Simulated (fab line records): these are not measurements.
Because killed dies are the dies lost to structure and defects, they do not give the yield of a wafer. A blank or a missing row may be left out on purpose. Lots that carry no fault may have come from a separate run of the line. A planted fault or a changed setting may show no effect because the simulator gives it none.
8D (eight disciplines) problem report, filled in by code :: flow gf180mcu :: the parts of the form that need people (team, actions taken, sign-off) are left out

## 1. THE PROBLEM
heater-power-total-W at GF_V1_PEB_12 reads a mean of 86.67 W on 9 wafers of 3 lots; wafers without a fault read 85.70 W with a standard deviation of 0.085. Measured from the usual mean, that is +11 standard deviations.
The step: peb time 90 s.
Seen first at day 19 22:58 on litho-track-04, wafer L467.1. The record has a number at this step for 45 wafers belonging to 15 lots. Rule for "out" (also "out of limits"): further than 4 standard deviations from the usual mean. The other wafers with a number count as sound.

## 2. WHAT IT IS AND WHAT IT IS NOT
question: which readings at this step
is: heater-power-total-W
is not: -

question: which lots
is: L467, L468, L469
is not: L462, L463, L471, L473, L474, L476, L477, L478, L481, L482, L483, L485

question: which wafers of those lots
is: all that have a number
is not: -

question: read on which tools
is: litho-track-04
is not: litho-track-01, litho-track-03

question: when
is: from day 19 22:58
is not: up to then (6 sound wafers); but 30 sound wafers of L471, L473, L474, L476, L477, L478, L481, L482, L483, L485 came after

## 3. SUSPECTS, AND WHAT RULES EACH OUT
Counting: a tool at a process step up to the reading stays a suspect if it ran every lot that is out and no sound lot after the first of them.
- litho-track-04 at GF_V1_PEB_12 (peb time 90 s): kept. It ran every lot that is out, first L467 (day 19 22:58), and no sound lot after that. Its own readings are out on those wafers: heater-power-total-W.
Remaining after the count: litho-track-04 at GF_V1_PEB_12.

## 4. THE CAUSE (what the simulator had put in)
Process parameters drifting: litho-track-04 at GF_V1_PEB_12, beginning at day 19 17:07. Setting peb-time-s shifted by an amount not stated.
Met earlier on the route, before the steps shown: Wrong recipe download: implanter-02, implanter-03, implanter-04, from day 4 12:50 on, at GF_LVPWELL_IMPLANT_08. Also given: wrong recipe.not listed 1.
Counting left only this tool.

## 5. THE EFFECT CHAIN, in route order
Rows list readings where the struck wafers' mean (over those with a number) sits beyond 3 standard deviations from the usual. Only readings whose record carries a usual standard deviation are examined. hours: median over the lots of the time between each lot's start at the first step of this table that gives one and its start at this step. sigmas: the change, counted in usual standard deviations.
hours: 0
step: GF_V1_PEB_12
reading: heater-power-total-W
usual: 85.70 W
on struck wafers: 86.67
change: +0.97
sigmas: +11
Its process steps:
- GF_V1_PEB_12: peb time 90 s.
Readings that are blank on the struck wafers while sound wafers have them: plate-temp-C at GF_V1_PEB_12.

## 6. HOW IT WOULD HAVE BEEN CAUGHT EARLIER
First out-of-limits reading in this record: day 19 22:58, which is 6 hours after fault onset at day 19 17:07.
